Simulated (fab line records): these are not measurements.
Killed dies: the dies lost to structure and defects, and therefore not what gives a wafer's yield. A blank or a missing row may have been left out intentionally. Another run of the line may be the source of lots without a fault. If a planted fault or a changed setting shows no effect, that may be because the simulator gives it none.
Comparing a struck lot with a sound one || flow sky130 || 14 out of 708 route steps
Sound: these wafers, L279.2, L279.3, L279.6. Struck: wafer L291.6. (L291.2 of the same lot was not struck and is left out.) The cause comes at the end.
At each step with rows: each side's tool, then ch and its chambers, then its first start. Under that, the readings that differ: sound wafers || struck wafers || difference of the means || sigmas: that difference in standard deviations of wafers without a fault.
alike: a reading whose means differ by less than 2 such deviations, as well as words and numbers matching on both sides. not compared: withheld readings; readings where some wafer has no value; bounds like >300 that might hide an equal value; numbers whose values overlap and for which the record gives no deviation.
A row with sigmas, a row that says differs or no value, or rows on one side alone: a step with any of these is where the two part. Numbers that don't overlap but have no deviation are shown without sigmas and don't part them. Lack of a reading on every wafer of one side parts them only where that side has two or more wafers.

SKY_METAL2_STRIP_20: strips in O2/N2.
  sound on plasmaAsher-04 ch 0,1, day 35 07:41; struck on plasmaAsher-04 ch 0, day 39 05:32
  alike: chamberPressureMTorr, drypumpMotorCurrentA, oesProductAu, stripTimeToEndpointS
  not compared: rfHoursCounterH
then, 4 steps without rows for these wafers: SKY_METAL2_STRIP_21 (strips in post etch residue remover, time 1200 s); SKY_METAL2_CLEAN_22 (cleans in IPA, time 180 s); SKY_METAL2_CLEAN_23 (cleans in O3/DIW); SKY_VIA2_HDPCVD_00 (deposits SiO2, target thk 1180 nm, time 196.7 s).
SKY_VIA2_THK_MEAS_01:
  sound on filmMetro-04, day 35 08:26; struck on filmMetro-02, day 39 06:23
  alike: VIA2_HDPCVD_THK
SKY_VIA2_CMP_02: polishes SiO2.
  sound on cmp-02 ch 0,2, day 35 08:29; struck on cmp-01 ch 3, day 39 06:29
  alike: headPressurePsi, motorCurrentA
SKY_VIA2_BOW_MEAS_03:
  sound on filmMetro-04, day 35 08:49; struck on filmMetro-04, day 39 06:45
{"reading": "VIA2_BOW (um)", "sound": "81 95 84", "struck": 101, "difference": "+14", "sigmas": "+2"}
then, 4 steps without rows for these wafers: SKY_VIA2_DEHYDRATE_04 (time 60 s); SKY_VIA2_HMDS_05 (prime time 60 s); SKY_VIA2_COAT_06 (resist thk 60 nm); SKY_VIA2_COAT_07 (resist thk 450 nm).
SKY_VIA2_SOFTBAKE_08: time 90 s.
  sound on lithoTrack-03 ch 0, day 35 22:00; struck on lithoTrack-03 ch 0, day 39 19:00
{"reading": "heaterPowerTotalW (W)", "sound": "57.32 57.46 57.26", "struck": 61.77, "difference": "+4.42", "sigmas": "+37"}
{"reading": "runLengthS (s)", "sound": "119.03 119.13 119.03", "struck": 100.69, "difference": -18.37, "sigmas": -68}
then, 1 step without rows for these wafers: SKY_VIA2_EXPOSE_09 (exposes mask VIM2, target cd 200 nm).

== WHERE THEY PART ==
At SKY_VIA2_BOW_MEAS_03 first; at SKY_VIA2_SOFTBAKE_08 last (within this record only).

WHY: whatever the simulator had introduced
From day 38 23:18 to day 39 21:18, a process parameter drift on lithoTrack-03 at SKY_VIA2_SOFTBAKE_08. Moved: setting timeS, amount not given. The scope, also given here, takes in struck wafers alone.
